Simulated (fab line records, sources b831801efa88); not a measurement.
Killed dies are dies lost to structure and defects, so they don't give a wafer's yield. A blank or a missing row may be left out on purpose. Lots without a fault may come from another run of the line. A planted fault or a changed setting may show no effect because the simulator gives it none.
A struck lot beside a sound one | flow sky130 | 17 steps out of a route of 708
Sound: wafers L410.1, L410.4, L410.6. Struck: wafers L413.2, L413.3, L413.5. The cause comes at the end.
At each step with rows: each side's tool, then ch and its chambers, then its first start. Under that, the readings that differ: sound wafers | struck wafers | difference of the means | sigmas: that difference in standard deviations of wafers without a fault.
alike: readings whose means differ by less than 2 such deviations, and words and numbers that are the same on both sides. not compared: withheld readings, readings that some wafer has no value for, bounds like >300 that may hide the same value, and numbers for which the record gives no deviation and whose values overlap.
The two part at a step that has a row with sigmas, a row that says differs or no value, or rows on one side only. Numbers that don't overlap but have no deviation are shown without sigmas and don't part them. A reading that every wafer of one side lacks parts them only if that side has two wafers or more.

SKY_FIELD_ISO_BOW_MEAS_00:
  sound on film_metro-01, day 1 15:00; struck on film_metro-02, day 2 06:01
  alike: INCOMING_BOW
then, 1 step without rows for these wafers: SKY_FIELD_ISO_OXIDATION_01 (stabilise 600 s, purge 300 s, target thk 12 nm).
SKY_FIELD_ISO_THK_MEAS_02:
  sound on film_metro-01, day 1 17:01; struck on film_metro-02, day 2 09:07
  alike: FIELD_ISO_OXIDATION_00_THK
SKY_FIELD_ISO_CVD_03: deposits Si3N4 from DCS/NH3, target thk 165 nm, time 2830 s.
  sound on lpcvd-02 ch 1, day 1 17:05; struck on lpcvd-02 ch 0, day 2 10:02
  alike: spike_tc_top_C
SKY_FIELD_ISO_THK_MEAS_04:
  sound on film_metro-04, day 1 18:52; struck on film_metro-02, day 2 11:50
  reading                   | sound             | struck            | difference | sigmas
  FIELD_ISO_CVD_03_THK (nm) | 164.5 164.1 165.1 | 145.3 145.2 145.4 | -19.3      | -13
then, 8 steps without rows for these wafers: SKY_FIELD_ISO_DEHYDRATE_05 (time 60 s); SKY_FIELD_ISO_HMDS_06 (prime time 60 s); SKY_FIELD_ISO_COAT_07 (resist thk 60 nm); SKY_FIELD_ISO_COAT_08 (resist thk 450 nm); SKY_FIELD_ISO_SOFTBAKE_09 (time 90 s); SKY_FIELD_ISO_EXPOSE_10 (exposes mask FOM, target cd 150 nm); SKY_FIELD_ISO_PEB_11; SKY_FIELD_ISO_DEVELOP_12 (develop time 60 s).
SKY_FIELD_ISO_CD_MEAS_13: target cd 150 nm.
  sound on cd_sem-01, day 2 09:38; struck on cd_sem-02, day 3 02:53
  alike: cd_nm
SKY_FIELD_ISO_ETCH_14: etches BARC in N2/H2, stops on SiO2, time 45.9 s, target depth 60 nm.
  sound on rie_diel-02 ch 0,2, day 2 09:45; struck on rie_diel-02 ch 0,3, day 3 02:59
  alike: bias_w, drypump_motor_current_A, oes_product_au, throttle_valve_pct
  not compared: rf_hours_counter_h
SKY_FIELD_ISO_ETCH_15: etches the open film in CHF3/O2, stops on Si, target depth 180 nm, time 72 s.
  sound on rie_diel-02 ch 0,2, day 2 09:47; struck on rie_diel-02 ch 0,3, day 3 03:02
  reading               | sound             | struck            | difference | sigmas
  oes_product_au (a.u.) | 0.946 0.946 0.944 | 0.882 0.872 0.881 | -0.067     | -10
  alike: bias_w, drypump_motor_current_A, throttle_valve_pct
  not compared: rf_hours_counter_h
SKY_FIELD_ISO_STRIP_16: strips in O2/N2.
  sound on plasma_asher-02 ch 0,1, day 2 09:51; struck on plasma_asher-03 ch 0,1, day 3 03:05
  alike: drypump_motor_current_A, oes_product_au, strip_time_to_endpoint_s
  not compared: rf_hours_counter_h

WHERE THEY PART
First at SKY_FIELD_ISO_THK_MEAS_04; last, within this record, at SKY_FIELD_ISO_ETCH_15. Later steps at which nothing parts them and some readings are alike: SKY_FIELD_ISO_STRIP_16.

WHY: what the simulator had put in
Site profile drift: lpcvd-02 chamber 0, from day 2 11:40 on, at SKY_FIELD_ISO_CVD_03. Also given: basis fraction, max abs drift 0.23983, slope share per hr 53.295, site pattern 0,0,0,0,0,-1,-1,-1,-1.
